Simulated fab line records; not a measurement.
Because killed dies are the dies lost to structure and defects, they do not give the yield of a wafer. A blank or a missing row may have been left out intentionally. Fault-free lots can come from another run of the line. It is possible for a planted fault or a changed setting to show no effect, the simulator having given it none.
Problem report, 8D (eight disciplines) form, completed by code + flow sky130 + the parts of the form that need people (team, actions taken, sign-off) are left out

1. WHAT WENT WRONG
killed_at_M4_up at SKY_PAD_OPEN_PROBE_99 reads a mean of 51.3 on 3 wafers of 1 lot; wafers without a fault read 3.0 with a standard deviation of 2. Relative to the usual mean, that is a shift of +24 standard deviations.
The first sign was on wafer L753.1 at day 49 05:14, on prober-01. At this step, 12 wafers from 4 lots have a number in the record. Rule for "out", or "out of limits": more than 4 standard deviations from the usual mean. The rest of the wafers with a number are treated as sound.

2. WHAT IT IS, WHAT IT ISN'T
| question                    | is                                                                                                    | is not                                                                                                       |
|-----------------------------|-------------------------------------------------------------------------------------------------------|--------------------------------------------------------------------------------------------------------------|
| which readings at this step | killed_at_M4_up, defect limited yield, killed dies, sort_bin_3_pad_short, sort n pass, sort yield pct | killed_at_M0_to_M3, killed at contacts, killed at front end, killed at other, killed open, sort_bin_6_memory |
| which lots                  | L753                                                                                                  | L739, L747, L760                                                                                             |
| which wafers of those lots  | all that have a number                                                                                | -                                                                                                            |
| read on which tools         | prober-01                                                                                             | prober-02                                                                                                    |
| when                        | from day 49 05:14                                                                                     | up to then (6 sound wafers); but 3 sound wafers of L760 came after                                           |

3. THE SUSPECTS, EACH WITH WHAT RULES IT OUT
Counting: a tool at a process step up to the reading stays a suspect if it ran every lot that is out and no sound lot after the first of them.
- wet bench-01 at SKY_METAL4_CLEAN_22 (cleans in O3/DIW): kept. It ran the lot that is out, L753 (day 45 17:38), and no sound lot after that; its last sound lot up to then is L739 (day 41 12:48).
- prober-01 at SKY_PAD_OPEN_PROBE_99: kept. It ran the lot that is out, L753 (day 49 05:14), and no sound lot after that; its last sound lot up to then is L747 (day 47 19:34). Its own defect limited yield, killed_at_M4_up, killed dies, sort_bin_3_pad_short, sort n pass, sort yield pct readings are out on those wafers.
The count leaves prober-01 at SKY_PAD_OPEN_PROBE_99 and wet bench-01 at SKY_METAL4_CLEAN_22.

4. THE CAUSE (what the simulator had put in)
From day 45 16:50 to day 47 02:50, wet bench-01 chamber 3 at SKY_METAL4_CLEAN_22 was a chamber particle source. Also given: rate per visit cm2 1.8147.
Counting leaves 2 suspects; this tool is one of them.

5. THE CHAIN OF EFFECTS, in route order
Each row: a reading where the mean over the struck wafers with a number is more than 3 standard deviations away from the usual. Scope: only readings with a usual standard deviation given in the record; hours: median across lots of the time from each lot's start at the first step in this table that gives one to its start at this step; sigmas: change in usual standard deviations.
| hours | step                  | reading              | usual  | on struck wafers | change | sigmas |
|-------|-----------------------|----------------------|--------|------------------|--------|--------|
| 0     | SKY_PAD_OPEN_PROBE_99 | defect limited yield | 82.6 % | 73.0             | -9.6   | -5.1   |
| 0     | SKY_PAD_OPEN_PROBE_99 | killed_at_M4_up      | 3.0    | 51.3             | +48.3  | +24    |
| 0     | SKY_PAD_OPEN_PROBE_99 | killed dies          | 86     | 133              | +47    | +5.2   |
| 0     | SKY_PAD_OPEN_PROBE_99 | killed on rim        | 16     | 29               | +13    | +3.3   |
| 0     | SKY_PAD_OPEN_PROBE_99 | sort_bin_3_pad_short | 0.8 %  | 4.8              | +4.0   | +11    |
| 0     | SKY_PAD_OPEN_PROBE_99 | sort_bin_5_function  | 10.5 % | 15.1             | +4.6   | +3.3   |
| 0     | SKY_PAD_OPEN_PROBE_99 | sort n pass          | 406    | 359              | -47    | -5.2   |
| 0     | SKY_PAD_OPEN_PROBE_99 | sort yield pct       | 82.6 % | 73.0             | -9.6   | -5.1   |
It contains these process steps:
- SKY_PAD_OPEN_PROBE_99

6. HOW IT WOULD HAVE BEEN CAUGHT EARLIER
The fault began at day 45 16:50; the first out-of-limits reading in this record came at day 49 05:14, 84 hours later.
Lots out: 1; all had begun SKY_METAL4_CLEAN_22 on wet bench-01 by day 49 05:14. None of them would have been spared by holding the tool at that moment.
